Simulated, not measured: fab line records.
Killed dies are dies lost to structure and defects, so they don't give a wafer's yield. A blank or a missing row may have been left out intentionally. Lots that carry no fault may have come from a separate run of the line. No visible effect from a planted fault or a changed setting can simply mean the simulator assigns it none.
Struck lot and sound lot, side by side + flow sky130 + 21 out of 708 route steps
Sound: wafers L534.2, L534.3, L534.6. Wafers struck: L540.2, L540.4, L540.6. The cause comes at the end.
Order at every step that has rows: each side's tool, ch and its chambers, its first start. Under that, the readings that differ: sound wafers + struck wafers + difference of the means + sigmas: that difference in standard deviations of wafers without a fault.
alike: a reading whose means differ by less than 2 such deviations, as well as words and numbers matching on both sides. not compared: withheld readings; readings where some wafer has no value; bounds like >300 that might hide an equal value; numbers whose values overlap and for which the record gives no deviation.
A row with sigmas, a row that says differs or no value, or rows on one side alone: a step with any of these is where the two part. Non-overlapping numbers with no deviation appear without sigmas and do not part them. A reading missing from all wafers of one side parts the sides only when that side holds two or more wafers.

SKY_SD_N_RS_MEAS_17: the measuring method here is four-point-probe.
  sound on film-metro-04, day 28 21:56; struck on film-metro-02, day 31 02:25
  alike: SD_P_RS
SKY_SD_N_RS_MEAS_18: the measuring method here is four-point-probe.
  sound on film-metro-04, day 28 22:03; struck on film-metro-02, day 31 02:32
  alike: RES_XHIGH_RS
then, 2 steps without rows for these wafers: SKY_SALICIDE_CLEAN_00 (cleans in HF-last, time 30 s); SKY_LI_CONTACT_HDPCVD_00 (deposits PSG, target thk 930 nm, time 155 s).
SKY_LI_CONTACT_THK_MEAS_01:
  sound on film-metro-02, day 28 22:17; struck on film-metro-02, day 31 02:46
  alike: LI_CONTACT_HDPCVD_THK
SKY_LI_CONTACT_CMP_02: polishes PSG.
  sound on cmp-02 ch 0,2,3, day 28 22:26; struck on cmp-01 ch 0,2,3, day 31 03:03
  alike: head-pressure-psi, motor-current-A, platen-rpm, time-to-endpoint-s
SKY_LI_CONTACT_BOW_MEAS_03:
  sound on film-metro-04, day 28 22:39; struck on film-metro-04, day 31 03:16
  alike: LI_CONTACT_BOW
then, 5 steps without rows for these wafers: SKY_LI_CONTACT_DEHYDRATE_04 (time 60 s); SKY_LI_CONTACT_HMDS_05 (prime time 60 s); SKY_LI_CONTACT_COAT_06 (resist thk 60 nm); SKY_LI_CONTACT_COAT_07 (resist thk 450 nm); SKY_LI_CONTACT_SOFTBAKE_08 (time 90 s).
SKY_LI_CONTACT_EXPOSE_09: exposes mask LICM1, target cd 170 nm.
  sound on krf-scanner-02 ch 0, day 29 12:13; struck on krf-scanner-01 ch 0, day 31 17:53
  alike: mask, reticle-temp-C, stage-vel-mm-s
then, 2 steps without rows for these wafers: SKY_LI_CONTACT_PEB_10; SKY_LI_CONTACT_DEVELOP_11 (develop time 60 s).
SKY_LI_CONTACT_CD_MEAS_12 targets a cd of 170 nm.
  sound on cd-sem-01, day 30 02:33; struck on cd-sem-02, day 32 07:08
| reading    | sound             | struck | difference                    | sigmas |
|------------|-------------------|--------|-------------------------------|--------|
| cd-nm (nm) | 171.2 170.4 172.0 | - - -  | no value on the struck wafers |        |
SKY_LI_CONTACT_OVL_MEAS_13:
  sound on overlay-01, day 30 02:40; struck on overlay-02, day 32 07:14
  alike: LI_CONTACT_OVL
SKY_LI_CONTACT_ETCH_14: etches BARC in N2/H2, stops on SiO2, time 45.9 s, target depth 60 nm.
  sound on rie-diel-02 ch 1,2,3, day 30 02:41; struck on rie-diel-01 ch 0,3, day 32 07:16
  alike: drypump-motor-current-A, oes-product-au, throttle-valve-pct
  not compared: rf-hours-counter-h, model.LI_CONTACT.cd-nm
SKY_LI_CONTACT_ETCH_15: etches PSG in C4F8/O2/Ar, stops on Si, target depth 600 nm.
  sound on rie-diel-02 ch 1,2,3, day 30 02:44; struck on rie-diel-01 ch 0,3, day 32 07:19
  alike: oes-product-au
  not compared: model.LI_CONTACT.cd-nm
SKY_LI_CONTACT_STRIP_16: strips in O2/N2.
  sound on plasma-asher-04 ch 0,1, day 30 02:49; struck on plasma-asher-01 ch 0,1, day 32 07:24
  alike: drypump-motor-current-A, oes-product-au, strip-time-to-endpoint-s
  not compared: rf-hours-counter-h
-- a jump in the record: the struck wafers' starts before and after are 16 days apart (it breaks off in module LI_CONTACT and resumes in module PAD_OPEN, where the first step shown is number 708 of the route) --
SKY_PAD_OPEN_PROBE_99:
  rows exist in the record for the struck wafers here (prober-01, day 48 06:34), but not for the sound ones

WHERE THEY PART
Last at SKY_PAD_OPEN_PROBE_99 as far as this record goes, first at SKY_LI_CONTACT_CD_MEAS_12.

WHY: whatever the simulator had introduced
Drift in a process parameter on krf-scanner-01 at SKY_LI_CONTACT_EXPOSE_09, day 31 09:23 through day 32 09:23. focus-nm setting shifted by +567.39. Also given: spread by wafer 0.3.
